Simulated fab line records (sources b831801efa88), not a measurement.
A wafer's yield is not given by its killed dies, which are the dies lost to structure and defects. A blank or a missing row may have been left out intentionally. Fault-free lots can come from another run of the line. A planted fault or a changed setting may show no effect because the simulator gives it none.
Which tool was responsible? ; flow gf180mcu ; 39 wafers from 13 lots sampled at 5 of the route's 602 steps

## WHAT THE GAUGES SHOWED, per wafer
GF_HV_LDD_CD_MEAS_19 targets a cd of 400 nm. Usual: cd-nm at 395.5 nm, with a standard deviation of 2.2.
lot;measured;on;cd-nm (nm);flag
L622;day 10 17:19;cd-sem-01;395.8 397.3 397.2;
L624;day 11 08:58;cd-sem-02;396.7 399.0 396.6;
L625;day 11 14:02;cd-sem-02;396.8 400.9 398.9;
L626;day 12 03:56;cd-sem-02;396.8 397.8 397.6;
L628;day 12 16:41;cd-sem-01;394.7 395.4 396.8;
L629;day 13 04:11;cd-sem-02;395.9 396.2 394.5;
L635;day 14 18:35;cd-sem-02;397.4 395.4 399.8;
L638;day 15 19:14;cd-sem-02;394.1 393.8 392.7;
L639;day 16 05:50;cd-sem-01;393.9 395.0 394.6;
L642;day 17 00:43;cd-sem-02;395.4 396.5 397.8;
L643;day 17 11:44;cd-sem-02;394.4 393.7 393.3;
L644;day 17 17:40;cd-sem-02;388.8 390.4 392.8;
L645;day 18 04:08;cd-sem-01;395.0 393.0 395.7;

GF_SAB_OVL_MEAS_10. Usual: for SAB_OVL the level is 1.1 nm and the standard deviation is 1.6.
lot;measured;on;SAB_OVL (nm);flag
L622;day 15 01:29;overlay-02;1.4 0.8 4.9;
L624;day 15 18:08;overlay-01;2.8 3.0 2.0;
L625;day 16 01:47;overlay-01;-0.1 -1.6 0.9;
L626;day 16 18:07;overlay-01;0.1 -0.1 0.4;
L628;day 17 09:00;overlay-01;0.6 2.9 3.0;
L629;day 17 21:19;overlay-02;0.1 0.0 0.5;
L635;day 19 16:59;overlay-02;0.8 1.9 1.3;
L638;day 20 19:53;overlay-02;1.7 -0.2 1.3;
L639;day 21 10:32;overlay-01;1.7 1.6 2.2;
L642;day 22 06:49;overlay-01;2.4 0.6 1.5;
L643;day 22 16:37;overlay-02;-0.2 -0.5 -0.2;
L644;day 22 22:34;overlay-01;3.0 2.6 3.5;
L645;day 23 08:43;overlay-02;-1.1 -1.2 -2.0;

## WHICH TOOL RAN EACH LOT (tool, then ch and the chambers of the sampled wafers, then the start)
lot;GF_PSD_COAT_02;GF_PSD_STRIP_10;GF_SAB_CVD_00
L622;litho-track-02 ch 0, day 13 18:14;plasma-asher-01 ch 0,1, day 14 04:40;pecvd-02 ch 1,2, day 14 05:11
L624;litho-track-03 ch 0, day 14 09:01;plasma-asher-03 ch 0,1, day 14 20:01;pecvd-01 ch 0,1, day 14 20:33
L625;litho-track-02 ch 0, day 14 15:43;plasma-asher-01 ch 0,1, day 15 02:41;pecvd-01 ch 0,1,2, day 15 03:11
L626;litho-track-01 ch 0, day 15 07:29;plasma-asher-01 ch 0,1, day 15 19:19;pecvd-04 ch 0,2, day 15 19:56
L628;litho-track-02 ch 0, day 15 21:38;plasma-asher-02 ch 0,1, day 16 09:02;pecvd-04 ch 0,1,2, day 16 09:37
L629;litho-track-02 ch 0, day 16 09:22;plasma-asher-02 ch 1, day 16 21:43;pecvd-02 ch 0,1, day 16 22:16
L635;litho-track-02 ch 0, day 18 04:34;plasma-asher-03 ch 0,1, day 18 16:11;pecvd-02 ch 0,1,2, day 18 16:41
L638;litho-track-02 ch 0, day 19 07:26;plasma-asher-02 ch 0,1, day 19 19:47;pecvd-02 ch 0,1,2, day 19 20:17
L639;litho-track-02 ch 0, day 19 21:38;plasma-asher-03 ch 0,1, day 20 10:02;pecvd-01 ch 0,1,2, day 20 10:34
L642;litho-track-03 ch 0, day 20 18:18;plasma-asher-01 ch 0,1, day 21 06:46;pecvd-02 ch 1,2, day 21 07:19
L643;litho-track-03 ch 0, day 21 05:06;plasma-asher-03 ch 0,1, day 21 16:58;pecvd-01 ch 0,1,2, day 21 17:31
L644;litho-track-03 ch 0, day 21 10:42;plasma-asher-02 ch 0,1, day 21 22:48;pecvd-01 ch 1,2, day 21 23:20
L645;litho-track-03 ch 0, day 21 21:33;plasma-asher-01 ch 0,1, day 22 09:36;pecvd-01 ch 0,1,2, day 22 10:08
- GF_PSD_COAT_02: resist thk 1000 nm.
- GF_PSD_STRIP_10: strips in O2/N2.
- GF_SAB_CVD_00: deposits SiO2 from TEOS, target thk 50 nm, time 4.9302 s.

## AS READ BY THE TOOLS THEMSELVES (means over the sampled wafers that have a number; for cases with no such wafer, the mark the record gives instead)
GF_PSD_COAT_02. Usual: chill-plate-temp-C at 23.00 C, with a standard deviation of 0.11.
lot;tool;chill-plate-temp-C (C);flag
L622;litho-track-02;23.00;
L624;litho-track-03;22.94;
L625;litho-track-02;22.95;
L626;litho-track-01;23.13;
L628;litho-track-02;22.94;
L629;litho-track-02;23.04;
L635;litho-track-02;23.22;
L638;litho-track-02;22.96;
L639;litho-track-02;23.09;
L642;litho-track-03;23.11;
L643;litho-track-03;23.03;
L644;litho-track-03;23.08;
L645;litho-track-03;23.11;

GF_PSD_STRIP_10. Usual: drypump-motor-current-A 5.98 A, standard deviation 0.28; heater-power-w 298 W, standard deviation 14; oes-product-au 0.592 a.u., standard deviation 0.0046; strip-time-to-endpoint-s 16.52 s, standard deviation 0.034.
lot;tool;drypump-motor-current-A (A);heater-power-w (W);oes-product-au (a.u.);strip-time-to-endpoint-s (s);flag
L622;plasma-asher-01;6.16;291;0.592;16.54;
L624;plasma-asher-03;5.63;316;0.593;16.48;
L625;plasma-asher-01;6.11;302;0.592;16.55;
L626;plasma-asher-01;6.10;299;0.591;16.54;
L628;plasma-asher-02;5.82;288;0.594;16.54;
L629;plasma-asher-02;6.06;292;0.594;16.55;
L635;plasma-asher-03;5.67;314;0.594;16.56;
L638;plasma-asher-02;5.82;284;0.593;17.21;OFF
L639;plasma-asher-03;5.63;311;0.595;17.20;OFF
L642;plasma-asher-01;6.17;298;0.593;16.51;
L643;plasma-asher-03;5.76;308;0.588;16.48;
L644;plasma-asher-02;5.84;288;0.594;16.51;
L645;plasma-asher-01;6.11;300;0.592;16.50;

GF_SAB_CVD_00. Usual: heater-power-w at 768 W, with a standard deviation of 100.
lot;tool;heater-power-w (W);flag
L622;pecvd-02;774;
L624;pecvd-01;598;
L625;pecvd-01;636;
L626;pecvd-04;683;
L628;pecvd-04;744;
L629;pecvd-02;918;
L635;pecvd-02;828;
L638;pecvd-02;886;
L639;pecvd-01;690;
L642;pecvd-02;760;
L643;pecvd-01;714;
L644;pecvd-01;758;
L645;pecvd-01;710;

## THE ANSWER, worked out from the rows above alone
Rule: lot off if the mean of its wafers having a number is beyond 3 standard deviations from the usual mean. A lot without any number at a reading at which 4 lots or more have one is off too. The other lots that the step has rows for count as sound. After the gauges, taken in route order, come the tools' own readings; for these a lot's mean is taken, as printed above. The first step at which some lot is off is used, and at that step the reading that is off furthest; a lot without a number counts as furthest.
Off: L638, L639 (GF_PSD_STRIP_10, strip-time-to-endpoint-s).
A tool fits if, at that step or a process step before it, it ran every lot that is off, and no sound lot after the first of them. One candidate fits, namely litho-track-02 at GF_PSD_COAT_02. Its last sound lot is L635 (day 18 04:34), its first lot that is off L638 (day 19 07:26): a fault that began between those two fits.

## WHAT THE SIMULATOR PUT IN
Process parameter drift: litho-track-02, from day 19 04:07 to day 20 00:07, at GF_PSD_COAT_02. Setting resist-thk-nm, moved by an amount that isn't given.
Struck lots among those shown: L638, L639. This agrees with what the rule above found.
